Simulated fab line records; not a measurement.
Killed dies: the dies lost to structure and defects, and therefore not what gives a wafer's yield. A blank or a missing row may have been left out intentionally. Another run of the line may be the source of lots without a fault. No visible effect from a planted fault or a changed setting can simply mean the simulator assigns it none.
What tool caused it? || flow sky130 || 45 wafers from 15 lots sampled at 4 of the route's 708 steps

## WHAT THE GAUGES SHOWED, per wafer
SKY_DNWELL_TW_MEAS_09. Usual: for DNWELL_TW the level is 1118 and the standard deviation is 16.
{"lot": "L842", "measured": "day 3 19:43", "on": "film-metro-01", "DNWELL_TW": "1134 1135 1136", "flag": ""}
{"lot": "L843", "measured": "day 3 19:20", "on": "film-metro-03", "DNWELL_TW": "1111 1113 1112", "flag": ""}
{"lot": "L845", "measured": "day 4 01:02", "on": "film-metro-03", "DNWELL_TW": "1103 1102 1094", "flag": ""}
{"lot": "L846", "measured": "day 4 05:57", "on": "film-metro-01", "DNWELL_TW": "1152 1147 1151", "flag": ""}
{"lot": "L848", "measured": "day 4 17:33", "on": "film-metro-02", "DNWELL_TW": "1116 1121 1119", "flag": ""}
{"lot": "L853", "measured": "day 5 20:38", "on": "film-metro-02", "DNWELL_TW": "1114 1116 1118", "flag": ""}
{"lot": "L857", "measured": "day 7 07:29", "on": "film-metro-03", "DNWELL_TW": "1101 1100 1101", "flag": ""}
{"lot": "L858", "measured": "day 7 07:55", "on": "film-metro-02", "DNWELL_TW": "1126 1121 1117", "flag": ""}
{"lot": "L860", "measured": "day 7 14:14", "on": "film-metro-03", "DNWELL_TW": "1111 1106 1109", "flag": ""}
{"lot": "L862", "measured": "day 8 04:23", "on": "film-metro-03", "DNWELL_TW": "1104 1103 1103", "flag": ""}
{"lot": "L863", "measured": "day 8 04:05", "on": "film-metro-02", "DNWELL_TW": "1119 1123 1121", "flag": ""}
{"lot": "L864", "measured": "day 8 15:00", "on": "film-metro-03", "DNWELL_TW": "1104 1102 1100", "flag": ""}

SKY_PWDE_OVL_MEAS_07. Usual: for PWDE_OVL the level is 0.2 nm and the standard deviation is 1.3.
{"lot": "L842", "measured": "day 4 12:45", "on": "overlay-01", "PWDE_OVL (nm)": "0.5 2.0 -0.7", "flag": ""}
{"lot": "L843", "measured": "day 4 12:41", "on": "overlay-02", "PWDE_OVL (nm)": "1.5 1.4 0.1", "flag": ""}
{"lot": "L845", "measured": "day 4 19:02", "on": "overlay-01", "PWDE_OVL (nm)": "1.2 2.4 0.9", "flag": ""}
{"lot": "L846", "measured": "day 4 23:24", "on": "overlay-01", "PWDE_OVL (nm)": "-0.3 -0.7 -0.1", "flag": ""}
{"lot": "L848", "measured": "day 5 12:09", "on": "overlay-02", "PWDE_OVL (nm)": "-3.5 -0.4 0.2", "flag": ""}
{"lot": "L853", "measured": "day 6 12:59", "on": "overlay-01", "PWDE_OVL (nm)": "-0.8 0.0 0.8", "flag": ""}
{"lot": "L857", "measured": "day 8 03:29", "on": "overlay-01", "PWDE_OVL (nm)": "-1.6 -1.4 -0.8", "flag": ""}
{"lot": "L858", "measured": "day 8 04:13", "on": "overlay-02", "PWDE_OVL (nm)": "-3.0 -0.2 0.0", "flag": ""}
{"lot": "L860", "measured": "day 8 10:29", "on": "overlay-01", "PWDE_OVL (nm)": "0.7 1.1 1.7", "flag": ""}
{"lot": "L862", "measured": "day 9 00:47", "on": "overlay-01", "PWDE_OVL (nm)": "0.3 -0.5 -0.1", "flag": ""}
{"lot": "L863", "measured": "day 9 00:26", "on": "overlay-01", "PWDE_OVL (nm)": "-0.3 0.4 0.6", "flag": ""}
{"lot": "L864", "measured": "day 9 12:29", "on": "overlay-02", "PWDE_OVL (nm)": "-1.3 0.1 -1.5", "flag": ""}

## TOOL THAT RAN EACH LOT (tool first, then ch and the chambers of the sampled wafers, then the start)
{"lot": "L842", "SKY_FIELD_ISO_ETCH_14": "rie-diel-01 ch 1,2,3, day 2 14:37", "SKY_FIELD_ISO_ANNEAL_26": "furnace-01 ch 0, day 2 21:45"}
{"lot": "L843", "SKY_FIELD_ISO_ETCH_14": "rie-diel-04 ch 0,1,3, day 2 15:28", "SKY_FIELD_ISO_ANNEAL_26": "furnace-01 ch 0, day 2 21:45"}
{"lot": "L845", "SKY_FIELD_ISO_ETCH_14": "rie-diel-01 ch 1,2, day 3 00:19", "SKY_FIELD_ISO_ANNEAL_26": "furnace-02 ch 0, day 3 04:52"}
{"lot": "L846", "SKY_FIELD_ISO_ETCH_14": "rie-diel-01 ch 0,1,2, day 3 04:58", "SKY_FIELD_ISO_ANNEAL_26": "furnace-01 ch 0, day 3 08:50"}
{"lot": "L848", "SKY_FIELD_ISO_ETCH_14": "rie-diel-04 ch 0,1,3, day 3 18:19", "SKY_FIELD_ISO_ANNEAL_26": "furnace-01 ch 0, day 3 20:34"}
{"lot": "L849", "SKY_FIELD_ISO_ETCH_14": "rie-diel-01 ch 0,3, day 3 22:34", "SKY_FIELD_ISO_ANNEAL_26": "furnace-02, day 4 01:00"}
{"lot": "L850", "SKY_FIELD_ISO_ETCH_14": "rie-diel-02 ch 1,2,3, day 4 03:31", "SKY_FIELD_ISO_ANNEAL_26": "furnace-01, day 4 06:00"}
{"lot": "L851", "SKY_FIELD_ISO_ETCH_14": "rie-diel-02 ch 1,3, day 4 10:43", "SKY_FIELD_ISO_ANNEAL_26": "furnace-01, day 4 12:37"}
{"lot": "L853", "SKY_FIELD_ISO_ETCH_14": "rie-diel-04 ch 0,2,3, day 4 19:25", "SKY_FIELD_ISO_ANNEAL_26": "furnace-02 ch 0, day 4 22:22"}
{"lot": "L857", "SKY_FIELD_ISO_ETCH_14": "rie-diel-02 ch 1,2, day 5 16:19", "SKY_FIELD_ISO_ANNEAL_26": "furnace-02 ch 0, day 6 07:51"}
{"lot": "L858", "SKY_FIELD_ISO_ETCH_14": "rie-diel-04 ch 0,1,3, day 5 20:31", "SKY_FIELD_ISO_ANNEAL_26": "furnace-02 ch 0, day 6 07:51"}
{"lot": "L860", "SKY_FIELD_ISO_ETCH_14": "rie-diel-04 ch 0,2,3, day 6 08:37", "SKY_FIELD_ISO_ANNEAL_26": "furnace-01 ch 0, day 6 14:14"}
{"lot": "L862", "SKY_FIELD_ISO_ETCH_14": "rie-diel-04 ch 0,2,3, day 7 00:49", "SKY_FIELD_ISO_ANNEAL_26": "furnace-01 ch 0, day 7 02:43"}
{"lot": "L863", "SKY_FIELD_ISO_ETCH_14": "rie-diel-02 ch 0,2,3, day 7 01:52", "SKY_FIELD_ISO_ANNEAL_26": "furnace-02 ch 0, day 7 03:54"}
{"lot": "L864", "SKY_FIELD_ISO_ETCH_14": "rie-diel-01 ch 1,2,3, day 7 11:13", "SKY_FIELD_ISO_ANNEAL_26": "furnace-01 ch 0, day 7 13:26"}
- SKY_FIELD_ISO_ETCH_14: etches BARC in N2/H2, stops on SiO2, time 45.9 s, target depth 60 nm.
- SKY_FIELD_ISO_ANNEAL_26: time 1800 s.

## WHAT THE TOOLS THEMSELVES READ (means of the sampled wafers that have a number; where no wafer has one, the mark that the record gives instead)
SKY_FIELD_ISO_ETCH_14. Usual: drypump-motor-current-A 5.8 A, standard deviation 0.5; oes-product-au 0.855 a.u., standard deviation 0.004; throttle-valve-pct 13.226 %, standard deviation 0.009.
{"lot": "L842", "tool": "rie-diel-01", "drypump-motor-current-A (A)": 6.0, "oes-product-au (a.u.)": 0.850, "throttle-valve-pct (%)": 13.228, "flag": ""}
{"lot": "L843", "tool": "rie-diel-04", "drypump-motor-current-A (A)": 5.5, "oes-product-au (a.u.)": 0.854, "throttle-valve-pct (%)": 13.224, "flag": ""}
{"lot": "L845", "tool": "rie-diel-01", "drypump-motor-current-A (A)": 5.6, "oes-product-au (a.u.)": 0.853, "throttle-valve-pct (%)": 13.229, "flag": ""}
{"lot": "L846", "tool": "rie-diel-01", "drypump-motor-current-A (A)": 5.8, "oes-product-au (a.u.)": 0.853, "throttle-valve-pct (%)": 13.224, "flag": ""}
{"lot": "L848", "tool": "rie-diel-04", "drypump-motor-current-A (A)": 5.5, "oes-product-au (a.u.)": 0.854, "throttle-valve-pct (%)": 13.215, "flag": ""}
{"lot": "L849", "tool": "rie-diel-01", "drypump-motor-current-A (A)": 6.1, "oes-product-au (a.u.)": 0.855, "throttle-valve-pct (%)": 13.227, "flag": ""}
{"lot": "L850", "tool": "rie-diel-02", "drypump-motor-current-A (A)": 5.5, "oes-product-au (a.u.)": 0.855, "throttle-valve-pct (%)": 13.227, "flag": ""}
{"lot": "L851", "tool": "rie-diel-02", "drypump-motor-current-A (A)": 5.4, "oes-product-au (a.u.)": 0.856, "throttle-valve-pct (%)": 13.222, "flag": ""}
{"lot": "L853", "tool": "rie-diel-04", "drypump-motor-current-A (A)": 5.4, "oes-product-au (a.u.)": 0.849, "throttle-valve-pct (%)": 13.223, "flag": ""}
{"lot": "L857", "tool": "rie-diel-02", "drypump-motor-current-A (A)": 5.2, "oes-product-au (a.u.)": 0.856, "throttle-valve-pct (%)": 13.233, "flag": ""}
{"lot": "L858", "tool": "rie-diel-04", "drypump-motor-current-A (A)": 5.5, "oes-product-au (a.u.)": 0.857, "throttle-valve-pct (%)": 13.224, "flag": ""}
{"lot": "L860", "tool": "rie-diel-04", "drypump-motor-current-A (A)": 5.3, "oes-product-au (a.u.)": 0.853, "throttle-valve-pct (%)": 13.223, "flag": ""}
{"lot": "L862", "tool": "rie-diel-04", "drypump-motor-current-A (A)": 5.3, "oes-product-au (a.u.)": 0.855, "throttle-valve-pct (%)": 13.235, "flag": ""}
{"lot": "L863", "tool": "rie-diel-02", "drypump-motor-current-A (A)": 5.9, "oes-product-au (a.u.)": 0.856, "throttle-valve-pct (%)": 13.221, "flag": ""}
{"lot": "L864", "tool": "rie-diel-01", "drypump-motor-current-A (A)": 6.0, "oes-product-au (a.u.)": 0.856, "throttle-valve-pct (%)": 13.235, "flag": ""}

SKY_FIELD_ISO_ANNEAL_26. Usual: spike-tc-bottom-C 1020.2 C, standard deviation 2.3; spike-tc-centre-C 1001.5 C, standard deviation 1.3; spike-tc-upper-C 1000.4 C, standard deviation 1.1; zone-power-lower-pct 22.1 %, standard deviation 2.3.
{"lot": "L842", "tool": "furnace-01", "spike-tc-bottom-C (C)": 1022.1, "spike-tc-centre-C (C)": 1001.5, "spike-tc-upper-C (C)": 1000.8, "zone-power-lower-pct (%)": 24.5, "flag": ""}
{"lot": "L843", "tool": "furnace-01", "spike-tc-bottom-C (C)": 1022.3, "spike-tc-centre-C (C)": 1001.1, "spike-tc-upper-C (C)": 1000.3, "zone-power-lower-pct (%)": 24.7, "flag": ""}
{"lot": "L845", "tool": "furnace-02", "spike-tc-bottom-C (C)": 1018.4, "spike-tc-centre-C (C)": 1001.9, "spike-tc-upper-C (C)": 1000.2, "zone-power-lower-pct (%)": 19.7, "flag": ""}
{"lot": "L846", "tool": "furnace-01", "spike-tc-bottom-C (C)": 1021.4, "spike-tc-centre-C (C)": 1000.6, "spike-tc-upper-C (C)": 1000.1, "zone-power-lower-pct (%)": 24.6, "flag": ""}
{"lot": "L848", "tool": "furnace-01", "spike-tc-bottom-C (C)": 1022.1, "spike-tc-centre-C (C)": 1000.3, "spike-tc-upper-C (C)": 999.9, "zone-power-lower-pct (%)": 24.3, "flag": ""}
{"lot": "L849", "tool": "furnace-02", "spike-tc-bottom-C (C)": "-", "spike-tc-centre-C (C)": "-", "spike-tc-upper-C (C)": "-", "zone-power-lower-pct (%)": "-", "flag": "OFF"}
{"lot": "L850", "tool": "furnace-01", "spike-tc-bottom-C (C)": "-", "spike-tc-centre-C (C)": "-", "spike-tc-upper-C (C)": "-", "zone-power-lower-pct (%)": "-", "flag": "OFF"}
{"lot": "L851", "tool": "furnace-01", "spike-tc-bottom-C (C)": "-", "spike-tc-centre-C (C)": "-", "spike-tc-upper-C (C)": "-", "zone-power-lower-pct (%)": "-", "flag": "OFF"}
{"lot": "L853", "tool": "furnace-02", "spike-tc-bottom-C (C)": 1018.4, "spike-tc-centre-C (C)": 1000.7, "spike-tc-upper-C (C)": 1000.8, "zone-power-lower-pct (%)": 20.0, "flag": ""}
{"lot": "L857", "tool": "furnace-02", "spike-tc-bottom-C (C)": 1020.0, "spike-tc-centre-C (C)": 1002.3, "spike-tc-upper-C (C)": 1000.7, "zone-power-lower-pct (%)": 19.5, "flag": ""}
{"lot": "L858", "tool": "furnace-02", "spike-tc-bottom-C (C)": 1018.2, "spike-tc-centre-C (C)": 1002.4, "spike-tc-upper-C (C)": 1000.5, "zone-power-lower-pct (%)": 20.0, "flag": ""}
{"lot": "L860", "tool": "furnace-01", "spike-tc-bottom-C (C)": 1022.5, "spike-tc-centre-C (C)": 1001.0, "spike-tc-upper-C (C)": 1000.0, "zone-power-lower-pct (%)": 24.5, "flag": ""}
{"lot": "L862", "tool": "furnace-01", "spike-tc-bottom-C (C)": 1022.4, "spike-tc-centre-C (C)": 1000.2, "spike-tc-upper-C (C)": 999.2, "zone-power-lower-pct (%)": 24.3, "flag": ""}
{"lot": "L863", "tool": "furnace-02", "spike-tc-bottom-C (C)": 1018.4, "spike-tc-centre-C (C)": 1003.0, "spike-tc-upper-C (C)": 1000.9, "zone-power-lower-pct (%)": 19.7, "flag": ""}
{"lot": "L864", "tool": "furnace-01", "spike-tc-bottom-C (C)": 1022.0, "spike-tc-centre-C (C)": 1000.9, "spike-tc-upper-C (C)": 1000.0, "zone-power-lower-pct (%)": 24.4, "flag": ""}

## THE ANSWER, worked out from the rows above alone
Rule: lot off if the mean of its wafers having a number is beyond 3 standard deviations from the usual mean. Also off: a lot with no number at a reading for which 4 or more lots have one. Where the step has rows for the other lots, those lots are counted as sound. The gauges are gone through in route order, then the tools' own readings, and for those a lot's mean is taken as printed above. At the first step where some lot is off, the reading lying furthest off is the one used; lots without a number count as furthest.
Off at SKY_FIELD_ISO_ANNEAL_26 (spike-tc-bottom-C): L849, L850, L851. Without a number there: L849, L850, L851.
If a tool, at that step or one of the process steps before it, ran each lot that is off and ran no sound lot following the first of them, it fits. Of those tried, none fits.

## WHAT THE SIMULATOR PUT IN
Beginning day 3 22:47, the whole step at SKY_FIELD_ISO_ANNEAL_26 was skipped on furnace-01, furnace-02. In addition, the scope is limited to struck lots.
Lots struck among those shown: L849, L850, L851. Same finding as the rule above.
